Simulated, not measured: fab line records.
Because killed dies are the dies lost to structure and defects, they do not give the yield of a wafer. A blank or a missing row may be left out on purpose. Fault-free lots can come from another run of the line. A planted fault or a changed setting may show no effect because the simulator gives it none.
Split-lot experiment    flow sfq-line    23 wafers read from 5 lots, route of 325 steps

== THE SPLIT ITSELF ==
At SFQ_TRILAYER_I1_VIA_LITHO_COAT_049 (resist thk 650 nm), the setting resist-thk-nm was moved away from the recipe's 650 nm on 7 of the 23 wafers read, by -6.0% to +3.4%. This setting was run at the recipe's value on the other wafers.

The reading comes from the split's own step.

== THE READING ==
KrF_of_TRILAYER_I1_VIA_LITHO_COAT_049.thk-nm (the simulator's own value, which no gauge read), in nm, at SFQ_TRILAYER_I1_VIA_LITHO_COAT_049 (resist thk 650 nm). No usual value for it is given in the file. Average 648.7 nm, standard deviation 1.9 nm, over the 16 wafers here run with the recipe.

wafer   tool, chamber at the split  resist-thk-nm as run, nm  against the recipe  KrF_of_TRILAYER_I1_VIA_LITHO_COAT_049.thk-nm, nm  against lot-mates on the recipe
L074.2  litho-track-02, 0           650                       recipe              648.4                                             -
L074.3  litho-track-02, 0           650                       recipe              650.2                                             -
L074.4  litho-track-02, 0           650                       recipe              652.2                                             -
L074.5  litho-track-02, 0           650                       recipe              650.1                                             -
L074.6  litho-track-02, 0           650                       recipe              651.2                                             -
L078.1  litho-track-04, 0           650                       recipe              649.1                                             -
L078.3  litho-track-04, 0           611.1                     -6.0%               610.3                                             -37.6
L078.4  litho-track-04, 0           650                       recipe              647.1                                             -
L078.5  litho-track-04, 0           611.1                     -6.0%               610.8                                             -37.1
L078.6  litho-track-04, 0           650                       recipe              647.6                                             -
L079.1  litho-track-04, 0           650                       recipe              648.1                                             -
L079.2  litho-track-04, 0           650                       recipe              648.1                                             -
L079.3  litho-track-04, 0           620.6                     -4.5%               620                                               -28.3
L079.5  litho-track-04, 0           620.6                     -4.5%               618.5                                             -29.8
L079.6  litho-track-04, 0           650                       recipe              648.8                                             -
L081.2  litho-track-02, 0           650                       recipe              645.6                                             -
L081.3  litho-track-02, 0           650                       recipe              646.3                                             -
L081.6  litho-track-02, 0           650                       recipe              646                                               -
L084.1  litho-track-03, 0           650                       recipe              650.8                                             -
L084.2  litho-track-03, 0           650                       recipe              650                                               -
L084.3  litho-track-03, 0           672.1                     +3.4%               672.6                                             +22.2
L084.4  litho-track-03, 0           672.1                     +3.4%               672.1                                             +21.7
L084.5  litho-track-03, 0           672.1                     +3.4%               672.5                                             +22.1

THE FIT
A straight line over all 23 wafers: KrF_of_TRILAYER_I1_VIA_LITHO_COAT_049.thk-nm changes by +6.58 nm for each +1% of resist-thk-nm; r = +0.99; the points scatter about the line by 1.7 nm.
The same after taking each lot's own level away (the mean of its wafers on the recipe; 23 wafers): +6.36 nm for each +1%; r = +1.00; scatter 0.81 nm.
According to that fit, moving resist-thk-nm by its largest amount changes the reading by 38 nm.
The lots' own levels span 645.97 to 650.42 nm, that is 2.4 times the standard deviation above.
So the lot-to-lot level changes the slope little: the two slopes agree.
Check: for one of the wafers moved furthest among these (-6.0%), held out of the fit, the line's prediction against its lot-mates is -38.1 nm. It came out at -37.6 nm against them.

== THESE WAFERS: OTHER SPLITS ==
Before the reading, these wafers also passed through other splits. Each is held against what the fit with the lots' levels taken away leaves over:
other split on the same wafers                    wafers away from the commonest value  r with KrF_of_TRILAYER_I1_VIA_LITHO_COAT_049.thk-nm (lot level and that fit taken away)
SFQ_TRILAYER_L0_DEP_SPUTTER_003 power-w           9                                     +0.21
SFQ_TRILAYER_L0_LITHO_COAT_005 spin-rpm           7                                     +0.28
SFQ_TRILAYER_L0_VIA_LITHO_COAT_013 spin-rpm       7                                     +0.05
SFQ_TRILAYER_M0_LITHO_COAT_026 spin-rpm           5                                     -0.28
SFQ_TRILAYER_I0_VIA_LITHO_COAT_031 resist-thk-nm  7                                     +0.00
SFQ_TRILAYER_M1_LITHO_COAT_044 spin-rpm           11                                    +0.01
SFQ_TRILAYER_M1_LITHO_PEB_042 peb-temp-c          9                                     -0.16

== FILE'S OWN FIT ==
KrF_of_TRILAYER_I1_VIA_LITHO_COAT_049.thk-nm changes by +6.34 nm for each +1% of resist-thk-nm, r = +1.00.
